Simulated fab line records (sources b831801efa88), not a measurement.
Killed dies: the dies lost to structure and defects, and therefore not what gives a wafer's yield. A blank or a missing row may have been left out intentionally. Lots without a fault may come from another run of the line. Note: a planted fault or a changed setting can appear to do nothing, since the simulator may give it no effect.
Which of the tools did it? + flow gf180mcu + Sampling: 7 lots, 21 wafers, 3 of 602 route steps

WHAT THE GAUGES SHOWED, per wafer
GF_V3_THK_MEAS_25: measures by xrf.
| lot  | measured     | on            | V3_W_THK (nm) |
|------|--------------|---------------|---------------|
| L740 | day 22 17:23 | film metro-04 | 355 335 355   |
| L742 | day 23 10:38 | film metro-03 | 335 339 334   |
| L744 | day 24 15:35 | film metro-04 | 345 340 342   |
| L747 | day 25 22:55 | film metro-02 | 330 328 350   |
| L754 | day 27 20:00 | film metro-02 | 347 335 344   |
| L758 | day 28 08:58 | film metro-04 | 328 350 350   |
| L760 | day 28 19:04 | film metro-03 | 340 342 338   |

TOOL THAT RAN EACH LOT (tool first, then ch and the chambers of the sampled wafers, then the start)
| lot  | GF_V3_CMP_04                  | GF_V3_ETCH_17                                 |
|------|-------------------------------|-----------------------------------------------|
| L740 | cmp-01 ch 1,2,3, day 21 16:51 | rie diel-04 ch 0,2,3, day 22 17:23 or earlier |
| L742 | cmp-02 ch 1,2,3, day 22 10:46 | rie diel-04 ch 1,2,3, day 23 10:38 or earlier |
| L744 | cmp-01 ch 0,1,2, day 23 16:17 | rie diel-04 ch 0,1,3, day 24 15:35 or earlier |
| L747 | cmp-01 ch 0,3, day 25 00:25   | rie diel-03 ch 0,3, day 25 22:55 or earlier   |
| L754 | cmp-01 ch 2,3, day 26 23:15   | rie diel-02 ch 0,3, day 27 20:00 or earlier   |
| L758 | cmp-01 ch 1,2,3, day 27 12:15 | rie diel-02 ch 1,3, day 28 08:58 or earlier   |
| L760 | cmp-02 ch 0,2,3, day 27 22:16 | rie diel-03 ch 0,3, day 28 19:04 or earlier   |
- GF_V3_CMP_04: polishes SiO2.
- GF_V3_ETCH_17: etches SiO2 in C4F8/O2/Ar, stops on TiN, target depth 635 nm.

THE ANSWER, worked out from the rows above alone
Rule: usual is defined by the lots themselves. Put in order of their means at a reading, lots are off if they are a third of the lots or fewer, leave a main group of 4 or more, and stand apart from it by a gap of 3 or more times the standard deviation of the main group's means; of several such gaps the widest counts. The tables above print the reading to a certain number of digits; a main group whose means all agree to those digits is not used. A lot without any number at a reading at which 4 lots or more have one is off too. Where the step has rows for the other lots, those lots are counted as sound.
No lot is off at any reading shown: from this, nothing can be told.

WHAT HAD BEEN PUT IN BY THE SIMULATOR
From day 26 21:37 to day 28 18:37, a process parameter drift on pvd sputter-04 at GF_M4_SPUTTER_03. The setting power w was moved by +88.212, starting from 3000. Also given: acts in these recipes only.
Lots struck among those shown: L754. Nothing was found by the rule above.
